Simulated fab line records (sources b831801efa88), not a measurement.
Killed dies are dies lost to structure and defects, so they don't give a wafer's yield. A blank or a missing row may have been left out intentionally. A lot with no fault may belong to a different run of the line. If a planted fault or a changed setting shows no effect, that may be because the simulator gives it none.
Which tool was responsible? | flow sky130 | 72 wafers from 24 lots sampled at 5 of the route's 708 steps

## WHAT THE GAUGES READ, wafer by wafer
SKY_POLY_GATE_CD_MEAS_13: the cd target is 150 nm.
lot  | measured     | on        | cd nm (nm)
L074 | day 16 06:36 | cd sem-02 | 149.6 151.3 150.5
L075 | day 16 14:39 | cd sem-01 | 149.2 149.6 149.6
L076 | day 17 05:08 | cd sem-02 | 151.3 150.2 150.6
L077 | day 17 08:17 | cd sem-01 | 150.9 150.2 151.7
L079 | day 18 09:30 | cd sem-02 | 148.1 148.7 149.4
L078 | day 18 10:00 | cd sem-01 | 150.3 151.2 149.8
L080 | day 18 16:44 | cd sem-02 | 150.5 149.1 150.1
L081 | day 19 02:09 | cd sem-01 | 149.7 150.3 149.7
L082 | day 19 11:44 | cd sem-02 | 148.1 149.8 147.6
L083 | day 20 06:49 | cd sem-01 | 148.0 148.6 147.7
L085 | day 20 09:58 | cd sem-02 | 148.0 148.1 149.7
L084 | day 20 12:55 | cd sem-02 | 149.7 149.9 148.9
L086 | day 20 15:28 | cd sem-01 | 148.1 148.7 148.2
L087 | day 21 08:05 | cd sem-02 | 150.0 149.0 148.5
L088 | day 21 18:11 | cd sem-01 | 151.8 151.6 151.8
L089 | day 22 08:08 | cd sem-01 | 149.0 148.4 149.4
L090 | day 22 10:39 | cd sem-02 | 150.1 150.7 149.3
L091 | day 22 22:29 | cd sem-02 | 150.9 150.3 150.3
L092 | day 23 04:02 | cd sem-02 | 148.7 148.3 148.8
L093 | day 23 07:14 | cd sem-02 | 150.9 151.1 149.9
L094 | day 23 13:56 | cd sem-01 | 149.2 149.6 149.4
L095 | day 23 17:26 | cd sem-02 | 151.4 150.1 150.5
L096 | day 24 07:56 | cd sem-01 | 149.3 149.0 149.8
L097 | day 24 20:27 | cd sem-01 | 149.2 149.3 149.2

SKY_SD_P_CD_MEAS_07: the cd target is 380 nm.
lot  | measured     | on        | cd nm (nm)
L074 | day 25 08:03 | cd sem-01 | 375.7 377.0 375.4
L075 | day 25 13:13 | cd sem-02 | 376.8 376.2 376.2
L076 | day 26 06:21 | cd sem-02 | 375.5 376.7 377.0
L077 | day 26 10:50 | cd sem-01 | 378.4 377.9 379.6
L079 | day 27 12:13 | cd sem-02 | 383.8 383.3 381.2
L078 | day 27 10:38 | cd sem-01 | 377.2 379.1 378.8
L080 | day 27 16:09 | cd sem-01 | 376.8 378.8 380.1
L081 | day 27 23:22 | cd sem-02 | 377.3 378.8 380.4
L082 | day 28 14:00 | cd sem-02 | 377.9 378.8 376.1
L083 | day 29 02:44 | cd sem-02 | 383.7 379.9 379.8
L085 | day 29 10:42 | cd sem-02 | 378.4 380.4 380.4
L084 | day 29 10:43 | cd sem-01 | 382.5 381.5 384.4
L086 | day 29 14:36 | cd sem-01 | 378.1 378.7 378.9
L087 | day 30 04:39 | cd sem-01 | 383.3 381.3 383.4
L088 | day 30 13:04 | cd sem-01 | 382.1 384.6 382.4
L089 | day 30 23:07 | cd sem-01 | 382.8 380.5 379.9
L090 | day 31 04:42 | cd sem-01 | 376.6 377.0 376.9
L091 | day 31 11:06 | cd sem-02 | 378.3 377.7 377.7
L092 | day 31 18:21 | cd sem-02 | 379.1 378.3 379.1
L093 | day 31 20:31 | cd sem-02 | 379.7 377.8 377.2
L094 | day 31 23:57 | cd sem-02 | 378.4 376.9 380.2
L095 | day 32 06:51 | cd sem-02 | 380.8 381.9 380.3
L096 | day 32 20:16 | cd sem-01 | 376.9 378.9 380.3
L097 | day 33 12:01 | cd sem-01 | 379.2 377.9 378.9

SKY_LOCAL_INTERCONNECT_THK_MEAS_02: measures by xrf.
lot  | measured     | on            | LOCAL_INTERCONNECT_TIN_THK (nm)
L074 | day 29 01:54 | film metro-01 | 97.8 100.0 98.9
L075 | day 29 06:35 | film metro-03 | 102.5 103.9 102.2
L076 | day 29 23:59 | film metro-01 | 99.6 99.2 99.2
L077 | day 30 03:25 | film metro-01 | 98.9 100.3 98.8
L079 | day 31 04:51 | film metro-01 | 102.9 102.5 103.2
L078 | day 31 02:04 | film metro-04 | 99.0 99.7 99.7
L080 | day 31 08:20 | film metro-01 | 100.8 100.4 100.5
L081 | day 31 14:34 | film metro-01 | 97.2 99.9 98.3
L082 | day 32 05:40 | film metro-03 | 101.7 101.2 101.6
L083 | day 32 16:24 | film metro-04 | 99.0 99.2 99.1
L085 | day 33 00:35 | film metro-03 | 101.1 99.8 100.9
L084 | day 33 02:21 | film metro-04 | 100.7 99.7 101.6
L086 | day 33 03:17 | film metro-04 | 98.5 99.1 98.9
L087 | day 33 18:22 | film metro-03 | 101.2 98.0 100.2
L088 | day 34 02:04 | film metro-01 | 98.7 100.2 99.4
L089 | day 34 11:54 | film metro-04 | 98.0 99.2 98.4
L090 | day 34 17:29 | film metro-04 | 100.8 99.4 98.4
L091 | day 34 23:29 | film metro-03 | 100.8 98.7 100.9
L092 | day 35 06:04 | film metro-01 | 100.9 101.9 101.3
L093 | day 35 09:00 | film metro-01 | 98.5 99.6 100.7
L094 | day 35 11:08 | film metro-03 | 100.6 100.5 99.9
L095 | day 35 18:11 | film metro-04 | 99.7 101.4 100.0
L096 | day 36 05:54 | film metro-04 | 100.9 99.4 100.6
L097 | day 36 22:50 | film metro-03 | 101.4 100.4 101.2

SKY_CONTACT_THK_MEAS_26: measures by xrf.
lot  | measured     | on            | CONTACT_W_THK (nm)
L074 | day 31 11:46 | film metro-01 | 325 326 323
L075 | day 31 16:15 | film metro-01 | 327 330 325
L076 | day 32 10:43 | film metro-04 | 329 331 330
L077 | day 32 13:07 | film metro-04 | 328 327 320
L079 | day 33 13:34 | film metro-02 | 325 326 330
L078 | day 33 10:29 | film metro-01 | 319 323 329
L080 | day 33 17:04 | film metro-01 | 318 320 319
L081 | day 33 23:22 | film metro-04 | 321 321 325
L082 | day 34 13:16 | film metro-01 | 328 333 328
L083 | day 35 01:02 | film metro-02 | 339 338 333
L085 | day 35 08:32 | film metro-01 | 331 323 326
L084 | day 35 09:31 | film metro-01 | 326 332 327
L086 | day 35 09:47 | film metro-04 | 322 321 326
L087 | day 36 02:48 | film metro-04 | 327 323 323
L088 | day 36 10:34 | film metro-01 | 325 322 318
L089 | day 36 18:16 | film metro-04 | 328 327 332
L090 | day 37 00:01 | film metro-04 | 322 318 322
L091 | day 37 07:07 | film metro-02 | 335 340 339
L092 | day 37 12:39 | film metro-01 | 332 328 332
L093 | day 37 15:58 | film metro-01 | 330 326 329
L094 | day 37 18:22 | film metro-01 | 330 326 336
L095 | day 38 01:01 | film metro-02 | 334 337 342
L096 | day 38 13:34 | film metro-01 | 333 330 331
L097 | day 39 04:46 | film metro-04 | 321 323 322

## TOOL THAT RAN EACH LOT (tool first, then ch and the chambers of the sampled wafers, then the start)
lot  | SKY_POLY_GATE_ETCH_17
L074 | rie si-01 ch 2,3, day 16 06:56
L075 | rie si-01 ch 1,2,3, day 16 14:57
L076 | rie si-02 ch 0,3, day 17 05:26
L077 | rie si-02 ch 0,1,3, day 17 08:37
L079 | rie si-02 ch 0,2,3, day 18 09:50
L078 | rie si-02 ch 1,2,3, day 18 10:19
L080 | rie si-02 ch 1,2,3, day 18 17:04
L081 | rie si-01 ch 0,2,3, day 19 02:29
L082 | rie si-02 ch 1,2,3, day 19 12:01
L083 | rie si-01 ch 0,2,3, day 20 07:07
L085 | rie si-01 ch 0,2,3, day 20 10:17
L084 | rie si-02 ch 1,2,3, day 20 13:13
L086 | rie si-01 ch 1,3, day 20 15:47
L087 | rie si-02 ch 1,2, day 21 08:25
L088 | rie si-01 ch 0,2, day 21 18:29
L089 | rie si-02 ch 1,2,3, day 22 08:28
L090 | rie si-01 ch 2,3, day 22 10:58
L091 | rie si-02 ch 0,2, day 22 22:49
L092 | rie si-01 ch 0,1, day 23 04:19
L093 | rie si-02 ch 0,1,2, day 23 07:34
L094 | rie si-01 ch 1,2,3, day 23 14:16
L095 | rie si-02 ch 0,1,3, day 23 17:46
L096 | rie si-01 ch 0,2, day 24 08:16
L097 | rie si-01 ch 2,3, day 24 20:46
- SKY_POLY_GATE_ETCH_17: etches poly-Si in HBr/Cl2, stops on SiO2, target depth 180 nm, time 70.5 s.

## WHAT THE TOOLS THEMSELVES READ (means of the sampled wafers that have a number; where no wafer has one, the mark that the record gives instead)
SKY_POLY_GATE_ETCH_17.
lot  | tool      | drypump motor current A (A) | oes product au (a.u.) | throttle valve pct (%)
L074 | rie si-01 | 5.6                         | 0.987                 | 33.672
L075 | rie si-01 | 5.8                         | 0.976                 | 33.683
L076 | rie si-02 | 6.2                         | 0.987                 | 33.681
L077 | rie si-02 | 5.9                         | 0.993                 | 33.684
L079 | rie si-02 | 5.9                         | 0.990                 | 33.688
L078 | rie si-02 | 5.6                         | 0.991                 | 33.677
L080 | rie si-02 | 5.6                         | 0.984                 | 33.681
L081 | rie si-01 | 5.6                         | 0.989                 | 33.682
L082 | rie si-02 | 5.6                         | 0.992                 | 33.687
L083 | rie si-01 | 5.6                         | 0.985                 | 33.678
L085 | rie si-01 | 5.6                         | 0.982                 | 33.683
L084 | rie si-02 | 5.7                         | 0.989                 | 33.677
L086 | rie si-01 | 6.1                         | 0.987                 | 33.695
L087 | rie si-02 | 5.6                         | 0.998                 | 33.684
L088 | rie si-01 | 5.7                         | 0.987                 | 33.695
L089 | rie si-02 | 5.6                         | 0.990                 | 33.684
L090 | rie si-01 | 5.6                         | 0.990                 | 33.681
L091 | rie si-02 | 6.2                         | 0.984                 | 33.686
L092 | rie si-01 | 6.1                         | 0.992                 | 33.679
L093 | rie si-02 | 5.9                         | 0.993                 | 33.685
L094 | rie si-01 | 5.8                         | 0.976                 | 33.685
L095 | rie si-02 | 5.9                         | 0.979                 | 33.681
L096 | rie si-01 | 5.7                         | 0.986                 | 33.682
L097 | rie si-01 | 5.5                         | 0.986                 | 33.689

## THE ANSWER, worked out from the rows above alone
Rule: the usual values come from the lots themselves. Put in order of their means at a reading, lots are off if they are a third of the lots or fewer, leave a main group of 4 or more, and stand apart from it by a gap of 3 or more times the standard deviation of the main group's means; of several such gaps the widest counts. If all means in a main group match to the digits the tables above print for the reading, that group is not used. Also off: a lot with no number at a reading for which 4 or more lots have one. Where the step has rows for the other lots, those lots are counted as sound. After the gauges, taken in route order, come the tools' own readings; for these a lot's mean is taken, as printed above. At the first step where some lot is off, the reading lying furthest off is the one used; lots without a number count as furthest.
Nothing can be told from this: no lot is off at any reading shown.

## WHAT THE SIMULATOR HAD PUT IN
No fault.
